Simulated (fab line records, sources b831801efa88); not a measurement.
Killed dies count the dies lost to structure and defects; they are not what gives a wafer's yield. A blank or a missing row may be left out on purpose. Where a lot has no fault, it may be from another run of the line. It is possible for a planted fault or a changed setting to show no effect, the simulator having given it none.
Struck lot and sound lot, side by side | flow sky130 | 26 steps out of a route of 708
Sound: wafers L820.3, L820.5, L820.6. The struck wafers were L828.2, L828.3, L828.5. The cause is given at the end.
For every step that has rows: the tool of each side, followed by ch and its chambers, followed by its first start. Under that, the readings that differ: sound wafers | struck wafers | difference of the means | sigmas: that difference in standard deviations of wafers without a fault.
alike: readings with means less than 2 such deviations apart, plus words and numbers identical on both sides. not compared: withheld readings, readings lacking a value on some wafer, bounds such as >300 that could conceal the same value, and numbers that have no deviation in the record and whose values overlap.
Wherever a step has rows on one side only, a row that says differs or no value, or a row with sigmas, the two part there. Non-overlapping numbers with no deviation appear without sigmas and do not part them. A reading that every wafer of one side lacks parts them only if that side has two wafers or more.

SKY_LDD_N_STRIP_16: strips in O2/N2.
  sound on plasmaAsher-02 ch 0,1, day 20 14:53; struck on plasmaAsher-02 ch 0,1, day 23 06:17
  alike: chamberPressureMTorr, drypumpMotorCurrentA, oesProductAu, stripTimeToEndpointS
  not compared: rfHoursCounterH
SKY_LDD_N_TW_MEAS_17:
  struck on filmMetro-01, day 23 06:24; sound on filmMetro-02, day 20 14:58
  alike: LDD_N_TW
then, 7 steps without rows for these wafers: SKY_LDD_P_DEHYDRATE_00 (time 60 s); SKY_LDD_P_HMDS_01 (prime time 60 s); SKY_LDD_P_COAT_02 (resist thk 1140 nm); SKY_LDD_P_SOFTBAKE_03 (time 60 s); SKY_LDD_P_EXPOSE_04 (exposes mask PSDM, target cd 380 nm); SKY_LDD_P_PEB_05; SKY_LDD_P_DEVELOP_06 (develop time 60 s).
SKY_LDD_P_CD_MEAS_07: target cd 380 nm.
  struck on cdSem-02, day 24 12:41; sound on cdSem-01, day 21 20:47
  alike: cdNm
SKY_LDD_P_OVL_MEAS_08:
  struck on overlay-01, day 24 12:47; sound on overlay-01, day 21 20:52
  alike: LDD_P_OVL
next, for these wafers, 1 step has no rows: SKY_LDD_P_IMPLANT_09.
SKY_LDD_P_STRIP_10: strips in O2/N2.
  sound on plasmaAsher-01 ch 0,1, day 21 21:05; struck on plasmaAsher-01 ch 0,1, day 24 12:58
  no value came back on the struck wafers for any of 5 readings (chamberPressureMTorr (mTorr), drypumpMotorCurrentA (A) and others); on the sound wafers chamberPressureMTorr (mTorr) reads 1500.1 1501.8 1497.3
reading                                   | sound | struck         | difference | sigmas
model.NOVOLAK_of_LDD_P_COAT_02.thkNm (nm) | 0 0 0 | 1139 1138 1139 | +1139      | 
  not compared: rfHoursCounterH
SKY_LDD_P_TW_MEAS_11:
  struck on filmMetro-03, day 24 13:04; sound on filmMetro-04, day 21 21:10
  alike: LDD_P_TW
then, 7 steps without rows for these wafers: SKY_LDD_HVN_DEHYDRATE_00 (time 60 s); SKY_LDD_HVN_HMDS_01 (prime time 60 s); SKY_LDD_HVN_COAT_02 (resist thk 300 nm); SKY_LDD_HVN_SOFTBAKE_03 (time 60 s); SKY_LDD_HVN_EXPOSE_04 (exposes mask HVNTM, target cd 700 nm); SKY_LDD_HVN_PEB_05; SKY_LDD_HVN_DEVELOP_06 (develop time 60 s).
SKY_LDD_HVN_OVL_MEAS_07:
  struck on overlay-01, day 25 18:05; sound on overlay-02, day 23 03:19
  alike: LDD_HVN_OVL
next, for these wafers, 1 step has no rows: SKY_LDD_HVN_IMPLANT_08.
SKY_LDD_HVN_STRIP_09: strips in O2/N2.
  sound on plasmaAsher-04 ch 0,1, day 23 03:41; struck on plasmaAsher-02 ch 0,1, day 25 18:16
reading                  | sound             | struck               | difference | sigmas
oesProductAu (a.u.)      | 0.412 0.411 0.400 | 0.717 0.711 0.712    | +0.306     | +66
stripTimeToEndpointS (s) | 4.151 4.140 4.159 | 21.725 21.700 21.724 | +17.566    | +99 or more
  alike: chamberPressureMTorr, drypumpMotorCurrentA
  not compared: rfHoursCounterH
SKY_LDD_HVN_TW_MEAS_10:
  struck on filmMetro-02, day 25 18:23; sound on filmMetro-01, day 23 03:46
reading    | sound          | struck   | difference | sigmas
LDD_HVN_TW | 1435 1436 1449 | 30 30 30 | -1410      | -99 or more
then, 1 step without rows for these wafers: SKY_LDD_HVP_DEHYDRATE_00 (time 60 s).

WHERE THEY PART
First at SKY_LDD_P_STRIP_10; last, within this record, at SKY_LDD_HVN_TW_MEAS_10.

WHY: what the simulator had put in
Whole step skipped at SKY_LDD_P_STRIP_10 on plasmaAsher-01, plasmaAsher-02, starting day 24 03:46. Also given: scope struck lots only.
